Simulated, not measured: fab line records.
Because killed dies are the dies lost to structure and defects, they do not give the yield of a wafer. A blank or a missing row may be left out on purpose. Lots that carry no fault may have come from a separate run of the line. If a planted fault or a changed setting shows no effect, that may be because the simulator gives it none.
Which tool was responsible? / flow gf180mcu / 13 lots with 39 wafers sampled at 4 steps, on a route of 602 steps

== WHAT EACH GAUGE READ, for each wafer ==
GF_STI_BOW_MEAS_00. Usual: INCOMING_BOW typically reads 0 um, with standard deviation 6.6.
lot=L239; measured=day 1 15:04; on=film-metro-04; INCOMING_BOW (um)=6 -2 -3; flag=
lot=L240; measured=day 1 20:02; on=film-metro-03; INCOMING_BOW (um)=3 2 -3; flag=
lot=L241; measured=day 2 01:00; on=film-metro-04; INCOMING_BOW (um)=-4 3 4; flag=
lot=L242; measured=day 2 06:00; on=film-metro-03; INCOMING_BOW (um)=1 9 -2; flag=
lot=L243; measured=day 2 11:00; on=film-metro-03; INCOMING_BOW (um)=-11 3 -5; flag=
lot=L245; measured=day 2 21:01; on=film-metro-04; INCOMING_BOW (um)=4 2 -5; flag=
lot=L246; measured=day 3 02:00; on=film-metro-03; INCOMING_BOW (um)=-1 0 4; flag=
lot=L253; measured=day 4 13:01; on=film-metro-02; INCOMING_BOW (um)=-5 10 -4; flag=
lot=L254; measured=day 4 18:01; on=film-metro-03; INCOMING_BOW (um)=-2 -10 0; flag=
lot=L257; measured=day 5 09:00; on=film-metro-02; INCOMING_BOW (um)=1 -3 7; flag=
lot=L258; measured=day 5 14:02; on=film-metro-02; INCOMING_BOW (um)=-3 3 -7; flag=
lot=L260; measured=day 6 00:00; on=film-metro-03; INCOMING_BOW (um)=7 -13 3; flag=
lot=L261; measured=day 6 05:00; on=film-metro-03; INCOMING_BOW (um)=11 2 2; flag=

GF_STI_THK_MEAS_02. Usual: STI_OXIDATION_THK typically reads 10.07 nm, with standard deviation 0.18.
lot=L239; measured=day 1 19:33; on=film-metro-03; STI_OXIDATION_THK (nm)=10.05 10.11 10.15; flag=
lot=L240; measured=day 1 22:29; on=film-metro-04; STI_OXIDATION_THK (nm)=10.12 9.97 9.90; flag=
lot=L241; measured=day 2 02:56; on=film-metro-04; STI_OXIDATION_THK (nm)=9.98 10.21 10.19; flag=
lot=L242; measured=day 2 08:42; on=film-metro-03; STI_OXIDATION_THK (nm)=10.32 10.34 10.35; flag=
lot=L243; measured=day 2 17:40; on=film-metro-04; STI_OXIDATION_THK (nm)=15.70 15.97 16.03; flag=OFF
lot=L245; measured=day 3 01:54; on=film-metro-02; STI_OXIDATION_THK (nm)=16.66 17.14 16.94; flag=OFF
lot=L246; measured=day 3 04:38; on=film-metro-04; STI_OXIDATION_THK (nm)=10.38 10.27 10.25; flag=
lot=L253; measured=day 4 15:34; on=film-metro-03; STI_OXIDATION_THK (nm)=9.74 9.94 9.88; flag=
lot=L254; measured=day 4 19:44; on=film-metro-02; STI_OXIDATION_THK (nm)=9.84 9.92 10.05; flag=
lot=L257; measured=day 5 11:11; on=film-metro-04; STI_OXIDATION_THK (nm)=9.90 9.77 9.98; flag=
lot=L258; measured=day 5 15:32; on=film-metro-03; STI_OXIDATION_THK (nm)=9.63 9.70 9.82; flag=
lot=L260; measured=day 6 01:31; on=film-metro-03; STI_OXIDATION_THK (nm)=10.11 10.06 9.90; flag=
lot=L261; measured=day 6 06:31; on=film-metro-02; STI_OXIDATION_THK (nm)=9.79 9.68 9.79; flag=

GF_STI_THK_MEAS_24. Usual: STI_CVD_23_THK typically reads 648 nm, with standard deviation 6.5.
lot=L239; measured=day 2 10:40; on=film-metro-03; STI_CVD_23_THK (nm)=641 654 646; flag=
lot=L240; measured=day 2 15:45; on=film-metro-04; STI_CVD_23_THK (nm)=641 652 644; flag=
lot=L241; measured=day 2 20:20; on=film-metro-03; STI_CVD_23_THK (nm)=651 654 661; flag=
lot=L242; measured=day 3 04:16; on=film-metro-02; STI_CVD_23_THK (nm)=657 652 657; flag=
lot=L243; measured=day 3 08:36; on=film-metro-04; STI_CVD_23_THK (nm)=660 659 660; flag=
lot=L245; measured=day 3 15:53; on=film-metro-02; STI_CVD_23_THK (nm)=654 647 649; flag=
lot=L246; measured=day 3 20:34; on=film-metro-04; STI_CVD_23_THK (nm)=651 646 652; flag=
lot=L253; measured=day 5 09:36; on=film-metro-04; STI_CVD_23_THK (nm)=656 655 649; flag=
lot=L254; measured=day 5 13:52; on=film-metro-02; STI_CVD_23_THK (nm)=640 635 640; flag=
lot=L257; measured=day 6 05:17; on=film-metro-03; STI_CVD_23_THK (nm)=635 644 639; flag=
lot=L258; measured=day 6 10:20; on=film-metro-03; STI_CVD_23_THK (nm)=639 641 643; flag=
lot=L260; measured=day 6 20:20; on=film-metro-04; STI_CVD_23_THK (nm)=651 657 645; flag=
lot=L261; measured=day 7 01:30; on=film-metro-02; STI_CVD_23_THK (nm)=662 652 652; flag=

== TOOL THAT RAN EACH LOT (tool first, then ch and the chambers of the sampled wafers, then the start) ==
lot=L239; GF_STI_OXIDATION_01=furnace-02 ch 0, day 1 18:07
lot=L240; GF_STI_OXIDATION_01=furnace-02 ch 0, day 1 21:04
lot=L241; GF_STI_OXIDATION_01=furnace-01 ch 0, day 2 01:33
lot=L242; GF_STI_OXIDATION_01=furnace-02 ch 0, day 2 07:18
lot=L243; GF_STI_OXIDATION_01=furnace-01 ch 0, day 2 13:05 and furnace-02 ch 0, day 2 16:17
lot=L245; GF_STI_OXIDATION_01=furnace-02 ch 0, day 2 21:43
lot=L246; GF_STI_OXIDATION_01=furnace-02 ch 0, day 3 03:14
lot=L253; GF_STI_OXIDATION_01=furnace-02 ch 0, day 4 14:09
lot=L254; GF_STI_OXIDATION_01=furnace-02 ch 0, day 4 18:20
lot=L257; GF_STI_OXIDATION_01=furnace-01 ch 0, day 5 09:48
lot=L258; GF_STI_OXIDATION_01=furnace-01 ch 0, day 5 14:07
lot=L260; GF_STI_OXIDATION_01=furnace-01 ch 0, day 6 00:07
lot=L261; GF_STI_OXIDATION_01=furnace-01 ch 0, day 6 05:07
- GF_STI_OXIDATION_01: stabilise 600 s, purge 300 s, target thk 10 nm.

== WHAT THE TOOLS THEMSELVES READ (means of the sampled wafers that have a number; where no wafer has one, the mark that the record gives instead) ==
GF_STI_OXIDATION_01. Usual: ox-temp-c-max reads 905.7 (standard deviation 1.6).
lot=L239 tool=furnace-02 ox-temp-c-max=906.5 flag=
lot=L240 tool=furnace-02 ox-temp-c-max=906.7 flag=
lot=L241 tool=furnace-01 ox-temp-c-max=905.4 flag=
lot=L242 tool=furnace-02 ox-temp-c-max=906.1 flag=
lot=L243 tool=furnace-01/furnace-02 ox-temp-c-max=905.3 flag=
lot=L245 tool=furnace-02 ox-temp-c-max=907.4 flag=
lot=L246 tool=furnace-02 ox-temp-c-max=906.6 flag=
lot=L253 tool=furnace-02 ox-temp-c-max=907.9 flag=
lot=L254 tool=furnace-02 ox-temp-c-max=906.8 flag=
lot=L257 tool=furnace-01 ox-temp-c-max=904.0 flag=
lot=L258 tool=furnace-01 ox-temp-c-max=905.1 flag=
lot=L260 tool=furnace-01 ox-temp-c-max=904.2 flag=
lot=L261 tool=furnace-01 ox-temp-c-max=904.4 flag=

== THE ANSWER, worked out from the rows above alone ==
Rule: take the mean of a lot's wafers that have a number; if it is more than 3 standard deviations from the usual mean, the lot is off. A lot without any number at a reading at which 4 lots or more have one is off too. All remaining lots with rows at the step are treated as sound. First the gauges in route order, then the tools' own readings, where a lot's mean is used as printed above. At the first step where some lot is off, the reading lying furthest off is the one used; lots without a number count as furthest.
Off: at GF_STI_THK_MEAS_02 (STI_OXIDATION_THK), L243, L245.
If a tool, at a process step before that reading, ran all the lots that are off and no sound lot after the first of them, it fits. The gauges at GF_STI_THK_MEAS_02 are tried like those tools. Of those tried, none fits.

== WHAT THE SIMULATOR HAD PUT IN ==
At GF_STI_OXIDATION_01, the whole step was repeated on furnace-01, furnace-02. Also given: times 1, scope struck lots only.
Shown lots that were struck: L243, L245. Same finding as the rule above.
